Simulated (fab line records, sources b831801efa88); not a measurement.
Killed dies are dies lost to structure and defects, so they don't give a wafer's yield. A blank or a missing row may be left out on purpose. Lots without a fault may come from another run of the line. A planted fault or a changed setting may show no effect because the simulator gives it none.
fab line records | flow sky130
record lots=13 wafers=39 last_day=51
route steps=708 shown LOCAL_INTERCONNECT@400 PAD_OPEN@708
lots that met no fault: from a run of the same line without faults
start_h: hours from the record's first day to the start of the lot's first wafer shown | wait_h: hours since the lot's step before | " the same as in the row above | L1.1+2: a row that stands for several wafers | - no value, or no start given | * or withheld: withheld | < > ~ a bound
route shown NAME@n: a module of which the file shows steps, and the number in the route of the first | usual: mean/standard deviation of fault-free wafers | same: alike in all rows | chamber/n: place in a boat | sites: the reading at each site | _std_site: their standard deviation | _edge_site: outer sites' mean less inner sites' | radius_mm: how far each site lies from the wafer's centre | mask NAME#n: copy n | behind: the tool/chamber that last shaped the wafer | hold: why the lot was held/for how many hours/how that ended | device: the transistor (n, p or np) that didn't switch | end of line: the same wafers' tests at the end of the route | a step without rows: its recipe alone | killed: dies lost to structure and defects at the first sort, not the wafer's yield | map: a wafer's dies, x killed, . not, _ none there
set.NAME: the setting as run; set.NAME@STEP: as run at that earlier step | model.NAME: the simulator's own value behind a step, which no gauge read
steps of the route over a sample of lots; a table a step, a row a wafer
services: from which hour (start_h, from the record's first day; less than 0 if before it) a tool's chamber was out of use, for how many hours, and why
## steps
# step SKY_LOCAL_INTERCONNECT_ETCH_13
# recipe chemistry=N2/H2 target=BARC ion_energy_ev=200 bias_w=100 pressure_mtorr=30 n2_flow_sccm=100 h2_flow_sccm=200 icp_w=500 stop_on=SiO2 time_s=45.9 target_depth_a=600
# usual drypump_motor_current_A=5.86/0.17 oes_product_au=0.856/0.0046 throttle_valve_pct=13.225/0.0097
# columns lot.wafer tool chamber start_h wait_h drypump_motor_current_A oes_product_au rf_hours_counter_h throttle_valve_pct
L238.1 rie_metal-04 0 741.85 0.0 5.74 0.852 2 13.232
L238.3 " 0 " " 5.72 0.852 - 13.216
L238.5 " 0 " " 5.76 0.855 - 13.225
L239.1 rie_metal-02 0 743.32 0.0 5.91 0.853 0 13.217
L239.5 " 0 " " 5.91 0.858 - 13.217
L239.6 " 1 " " 6.00 0.857 - 13.220
L240.3 rie_metal-02 0 750.32 0.0 5.86 0.854 - 13.220
L240.5 " 0 " " 5.87 0.855 - 13.226
L240.6 " 1 " " 6.10 0.849 - 13.219
L241.1 rie_metal-02 1 760.05 0.0 6.10 0.856 9 13.216
L241.4 " 0 " " 5.86 0.849 - 13.212
L241.5 " 0 " " 5.91 0.861 - 13.240
L245.1 rie_metal-04 1 784.40 0.0 5.57 0.855 15 13.227
L245.2 " 0 " " 5.74 0.857 4 13.214
L245.3 " 1 " " 5.57 0.861 - 13.230
L246.1 rie_metal-02 1 792.31 0.0 6.11 0.853 10 13.230
L246.5 " 1 " " 6.08 0.850 - 13.228
L246.6 " 0 " " 5.88 0.852 - 13.243
L247.3 rie_metal-01 1 808.77 0.0 6.04 0.854 - 13.230
L247.4 " 0 " " 5.78 0.850 - 13.238
L247.5 " 1 " " 6.03 0.857 - 13.227
L249.3 rie_metal-04 1 821.44 0.0 5.58 0.864 - 13.238
L249.5 " 1 " " 5.59 0.848 - 13.227
L249.6 " 0 " " 5.73 0.855 - 13.216
L250.2 rie_metal-02 1 831.85 0.0 6.06 0.863 11 13.227
L250.3 " 0 " " 5.88 0.855 - 13.214
L250.5 " 1 " " 5.96 0.846 - 13.236
L253.1 rie_metal-04 1 850.17 0.0 5.58 0.766 19 13.211
L253.2 " 1 " " 5.59 0.853 - 13.244
L253.3 " 1 " " 5.59 0.865 - 13.231
L254.1 rie_metal-04 0 853.66 0.0 5.75 0.766 6 13.227
L254.5 " 0 " " 5.75 0.855 - 13.214
L254.6 " 0 " " 5.73 0.765 - 13.223
L256.2 rie_metal-04 0 872.44 0.0 5.75 0.856 - 13.225
L256.3 " 0 " " 5.79 0.855 - 13.230
L256.6 " 0 " " 5.76 0.764 - 13.216
L260.1 rie_metal-02 1 898.96 0.0 6.07 0.858 14 13.218
L260.3 " 0 " " 5.87 0.854 - 13.232
L260.5 " 1 " " 6.12 0.850 - 13.235
# step SKY_LOCAL_INTERCONNECT_METAL_ETCH_14
# recipe target_depth_nm=110 stop_on=PSG chemistry=Cl2/BCl3 target=TiN resist_sidewall_deg=88 pressure_mtorr=10 icp_w=900 bias_w=48.5 Cl2_flow_sccm=60 bcl3_flow_sccm=30 time_s=31.4
# usual drypump_motor_current_A=5.85/0.17 oes_product_au=0.943/0.0064 throttle_valve_pct=21.900/0.0092
# columns lot.wafer tool chamber start_h wait_h drypump_motor_current_A oes_product_au rf_hours_counter_h throttle_valve_pct
L238.1 rie_metal-04 0 741.97 0.1 5.72 0.942 2 21.907
L238.3 " 0 " " 5.73 0.949 - 21.896
L238.5 " 0 " " 5.73 0.939 - 21.896
L239.1 rie_metal-02 0 743.38 0.0 5.92 0.936 0 21.890
L239.5 " 0 " " 5.88 0.942 - 21.920
L239.6 " 1 " " 6.10 0.935 - 21.888
L240.3 rie_metal-02 0 750.38 0.0 5.88 0.942 - 21.912
L240.5 " 0 " " 5.84 0.952 - 21.872
L240.6 " 1 " " 5.97 0.954 - 21.893
L241.1 rie_metal-02 1 760.11 0.0 6.02 0.942 9 21.878
L241.4 " 0 " " 5.84 0.944 - 21.904
L241.5 " 0 " " 5.86 0.936 - 21.906
L245.1 rie_metal-04 1 784.46 0.0 5.55 0.942 15 21.899
L245.2 " 0 " " 5.71 0.940 4 21.897
L245.3 " 1 " " 5.56 0.957 - 21.891
L246.1 rie_metal-02 1 792.37 0.0 6.06 0.932 10 21.920
L246.5 " 1 " " 6.05 0.931 - 21.903
L246.6 " 0 " " 5.90 0.936 - 21.901
L247.3 rie_metal-01 1 808.83 0.0 6.07 0.944 - 21.894
L247.4 " 0 " " 5.76 0.949 - 21.896
L247.5 " 1 " " 6.04 0.942 - 21.891
L249.3 rie_metal-04 1 821.50 0.0 5.56 0.940 - 21.896
L249.5 " 1 " " 5.57 0.931 - 21.898
L249.6 " 0 " " 5.74 0.945 - 21.900
L250.2 rie_metal-02 1 831.91 0.0 6.07 0.938 11 21.892
L250.3 " 0 " " 5.85 0.945 - 21.887
L250.5 " 1 " " 6.07 0.947 - 21.905
L253.1 rie_metal-04 1 850.29 0.1 5.57 0.428 19 22.234
L253.2 " 1 " " 5.58 0.946 - 21.901
L253.3 " 1 " " 5.58 0.945 - 21.897
L254.1 rie_metal-04 0 853.79 0.1 5.72 0.432 6 22.237
L254.5 " 0 " " 5.71 0.940 - 21.913
L254.6 " 0 " " 5.73 0.435 - 22.232
L256.2 rie_metal-04 0 872.56 0.1 5.77 0.955 - 21.894
L256.3 " 0 " " 5.73 0.949 - 21.915
L256.6 " 0 " " 5.74 0.430 - 22.240
L260.1 rie_metal-02 1 899.03 0.0 6.06 0.937 14 21.903
L260.3 " 0 " " 5.85 0.947 - 21.914
L260.5 " 1 " " 6.08 0.934 - 21.899
# step SKY_LOCAL_INTERCONNECT_STRIP_15
# recipe chemistry=O2/N2 power_w=1400 pressure_mtorr=1500 platen_temp_c=withheld o2_flow_sccm=3000 n2_flow_sccm=300 overash_fraction=0.5
# usual drypump_motor_current_A=5.8/0.4 oes_product_au=0.427/0.0044 strip_time_to_endpoint_s=4.719/0.017
# columns lot.wafer tool chamber start_h wait_h drypump_motor_current_A oes_product_au rf_hours_counter_h strip_time_to_endpoint_s
L238.1 plasma_asher-02 0 742.07 0.1 5.9 0.427 63 4.718
L238.3 " 1 " " 6.1 0.433 - 4.724
L238.5 " 1 " " 6.1 0.422 - 4.731
L239.1 plasma_asher-02 1 743.43 0.0 6.1 0.429 63 4.737
L239.5 " 0 " " 5.9 0.424 - 4.745
L239.6 " 1 " " 6.1 0.433 - 4.716
L240.3 plasma_asher-02 1 750.44 0.1 6.1 0.427 - 4.724
L240.5 " 1 " " 6.1 0.432 - 4.749
L240.6 " 0 " " 6.0 0.430 - 4.713
L241.1 plasma_asher-04 0 760.16 0.0 5.3 0.425 84 4.695
L241.4 " 0 " " 5.3 0.428 - 4.739
L241.5 " 0 " " 5.2 0.423 - 4.728
L245.1 plasma_asher-04 0 784.51 0.0 5.3 0.425 87 4.724
L245.2 " 1 " " 6.1 0.427 87 4.704
L245.3 " 0 " " 5.2 0.423 - 4.715
L246.1 plasma_asher-02 1 792.43 0.0 6.1 0.428 68 4.714
L246.5 " 0 " " 6.0 0.429 - 4.701
L246.6 " 1 " " 6.2 0.419 - 4.715
L247.3 plasma_asher-04 0 808.89 0.1 5.2 0.432 - 4.727
L247.4 " 1 " " 6.1 0.428 - 4.758
L247.5 " 0 " " 5.3 0.422 - 4.735
L249.3 plasma_asher-04 1 821.56 0.1 6.1 0.423 - 4.735
L249.5 " 0 " " 5.3 0.423 - 4.704
L249.6 " 1 " " 6.1 0.436 - 4.715
L250.2 plasma_asher-01 0 831.96 0.0 6.0 0.414 9 4.729
L250.3 " 1 " " 5.2 0.426 - 4.737
L250.5 " 0 " " 6.0 0.428 - 4.720
L253.1 plasma_asher-01 0 850.40 0.1 6.0 0.438 10 4.875
L253.2 " 1 " " 5.1 0.424 10 4.719
L253.3 " 0 " " 6.0 0.426 - 4.728
L254.1 plasma_asher-02 1 853.89 0.1 6.1 0.431 74 4.886
L254.5 " 1 " " 6.1 0.434 - 4.721
L254.6 " 0 " " 5.9 0.436 - 4.904
L256.2 plasma_asher-04 1 872.65 0.1 6.1 0.430 96 4.690
L256.3 " 1 " " 6.2 0.427 - 4.699
L256.6 " 1 " " 6.1 0.434 - 4.869
L260.1 plasma_asher-02 1 899.08 0.0 6.2 0.422 78 4.688
L260.3 " 1 " " 6.1 0.434 - 4.715
L260.5 " 0 " " 6.0 0.426 - 4.716
# step SKY_PAD_OPEN_PROBE_99
# usual killed_at_M0_to_M3=43/6.9 killed_at_M4_up=3.2/1.6 killed_at_contacts=25/5.1 killed_at_front_end=16/4.5 killed_at_other=0.3/0.68 killed_dies=87/8.9 killed_on_rim=16/3.6 killed_open=48/6.9 killed_short=39/6.3
# same gross_dies=492 killed_at_back_side=0
# columns lot.wafer tool chamber start_h wait_h killed_at_M0_to_M3 killed_at_M4_up killed_at_contacts killed_at_front_end killed_at_other killed_dies killed_on_rim killed_open killed_short
L253.1 prober-02 - 1190.78 0.1 46 2 415 16 0 479 96 39 43
L253.2 prober-02 - 1190.83 0.1 33 3 22 18 0 76 19 39 37
L253.3 prober-02 - 1190.88 0.2 42 4 24 8 0 78 17 43 35
L254.1 prober-01 - 1190.89 0.1 43 2 388 23 0 456 93 42 41
L254.5 prober-01 - 1191.09 0.2 39 4 26 11 0 80 15 44 35
L254.6 prober-01 - 1191.14 0.2 46 1 394 15 0 456 93 50 37
L256.2 prober-02 - 1204.93 0.1 52 2 34 14 1 103 20 59 44
L256.3 prober-02 - 1204.98 0.2 47 4 24 8 0 83 9 55 28
L256.6 prober-02 - 1205.13 0.2 43 2 405 16 0 466 90 53 34
# killed by level:class
L253.1 LOCAL_INTERCONNECT:area_etch=397 METAL2:geometric_particle:short=8 VIA3:geometric_particle:open=8 VIA2:geometric_particle:open=7 VIA2:geometric_particle:short=7 CONTACT:geometric_particle:open=6 VIA1:geometric_particle:open=5 LI_CONTACT:geometric_particle:short=4
L253.2 VIA3:geometric_particle:open=9 FIELD_ISO:geometric_particle:open=6 LI_CONTACT:geometric_particle:open=5 LOCAL_INTERCONNECT:geometric_particle:short=5 VIA1:geometric_particle:open=5 VIA2:geometric_particle:open=5 FIELD_ISO:geometric_particle:short=4 CONTACT:geometric_particle:short=4
L253.3 CONTACT:geometric_particle:open=10 VIA2:geometric_particle:open=8 VIA1:geometric_particle:open=7 VIA3:geometric_particle:open=7 FIELD_ISO:geometric_particle:short=5 LI_CONTACT:geometric_particle:open=5 METAL1:geometric_particle:open=4 CONTACT:geometric_particle:short=4
L254.1 LOCAL_INTERCONNECT:area_etch=372 VIA1:geometric_particle:open=14 LI_CONTACT:geometric_particle:open=7 POLY_GATE:geometric_particle:short=6 METAL1:geometric_particle:short=6 FIELD_ISO:geometric_particle:open=5 VIA3:geometric_particle:open=5 FIELD_ISO:geometric_particle:short=4
L254.5 VIA3:geometric_particle:open=11 CONTACT:geometric_particle:short=10 VIA1:geometric_particle:open=9 LI_CONTACT:geometric_particle:open=7 CONTACT:geometric_particle:open=5 VIA2:geometric_particle:open=4 METAL4:geometric_particle:short=4 FIELD_ISO:geometric_particle:open=3
L254.6 LOCAL_INTERCONNECT:area_etch=369 VIA1:geometric_particle:open=14 LI_CONTACT:geometric_particle:open=8 CONTACT:geometric_particle:open=7 VIA1:geometric_particle:short=7 VIA2:geometric_particle:open=6 POLY_GATE:geometric_particle:open=4 LI_CONTACT:geometric_particle:short=4
L256.2 VIA2:geometric_particle:open=13 CONTACT:geometric_particle:open=13 VIA1:geometric_particle:open=11 FIELD_ISO:geometric_particle:open=8 LOCAL_INTERCONNECT:geometric_particle:short=7 LI_CONTACT:geometric_particle:open=6 VIA3:geometric_particle:open=6 METAL2:geometric_particle:short=5
L256.3 VIA1:geometric_particle:open=12 CONTACT:geometric_particle:open=9 VIA2:geometric_particle:open=9 VIA1:geometric_particle:short=6 VIA3:geometric_particle:open=6 LI_CONTACT:geometric_particle:open=5 FIELD_ISO:geometric_particle:open=4 LI_CONTACT:geometric_particle:short=4
L256.6 LOCAL_INTERCONNECT:area_etch=379 CONTACT:geometric_particle:open=12 VIA1:geometric_particle:open=9 VIA2:geometric_particle:open=7 FIELD_ISO:geometric_particle:open=5 VIA3:geometric_particle:open=5 LI_CONTACT:geometric_particle:open=5 METAL1:geometric_particle:short=5
## services
# columns tool chamber start_h hours kind
plasma_asher-04 - 718.77 0.6 repair
rie_metal-02 0 721.07 - clean
rie_metal-02 0 721.07 19.5 scheduled_down
rie_metal-02 0 721.07 19.5 vent_cycle
plasma_asher-01 - 733.75 9.0 pm
plasma_asher-01 0 733.75 9.0 vent_cycle
plasma_asher-01 1 733.75 9.0 vent_cycle
rie_metal-04 1 734.55 11.5 repair
plasma_asher-01 0 742.75 - clean
plasma_asher-01 1 742.75 - clean
plasma_asher-04 - 764.55 1.2 repair
rie_metal-01 - 829.61 0.4 repair
rie_metal-04 0 830.66 21.1 repair
plasma_asher-02 - 837.47 0.3 repair
rie_metal-04 1 851.80 - clean
rie_metal-04 1 851.80 25.8 scheduled_down
rie_metal-04 1 851.80 25.8 vent_cycle
plasma_asher-02 - 862.05 0.6 repair
plasma_asher-02 - 867.50 2.8 pm
plasma_asher-01 - 881.08 1.8 repair
## key
first_sign step=SKY_LOCAL_INTERCONNECT_ETCH_13 reading=oes_product_au direction=down sigmas=20 usual=0.856 struck=0.765
effect step=SKY_LOCAL_INTERCONNECT_METAL_ETCH_14 reading=oes_product_au direction=down sigmas=80 usual=0.943 struck=0.431
effect step=SKY_LOCAL_INTERCONNECT_STRIP_15 reading=strip_time_to_endpoint_s direction=up sigmas=9.7 usual=* struck=*
effect step=SKY_PAD_OPEN_PROBE_99 reading=killed_at_contacts direction=up sigmas=74 usual=25 struck=400
more_kills_born_at SKY_LOCAL_INTERCONNECT_ETCH_13@rie_metal-04=1517
met_at SKY_LOCAL_INTERCONNECT_ETCH_13
struck_lots L253,L254,L256
struck_wafers L253.1,L254.1,L254.6,L256.6
later_rows_left_out L253.1,L254.1,L254.6,L256.6
tester_left_out L253,L254,L256
onset_between 821.44 850.17
fault kind=process_parameter_drift tool=rie_metal-04 chamber=- onset_h=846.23 steps=SKY_LOCAL_INTERCONNECT_ETCH_13 channel=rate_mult offset=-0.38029 shape=step end_h=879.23 scope=struck_wafers_only
# tester_left_out: of these lots the tester's yield and bins aren't shown, on N5 and GAA mostly nor the transistor test; their killed dies are dies lost to structure and defects alone, not to doping, threshold or leakage, so they don't give the yield
# later_rows_left_out: the simulator's readings of these wafers behind a module that went badly wrong aren't trusted and aren't shown, but for the sort
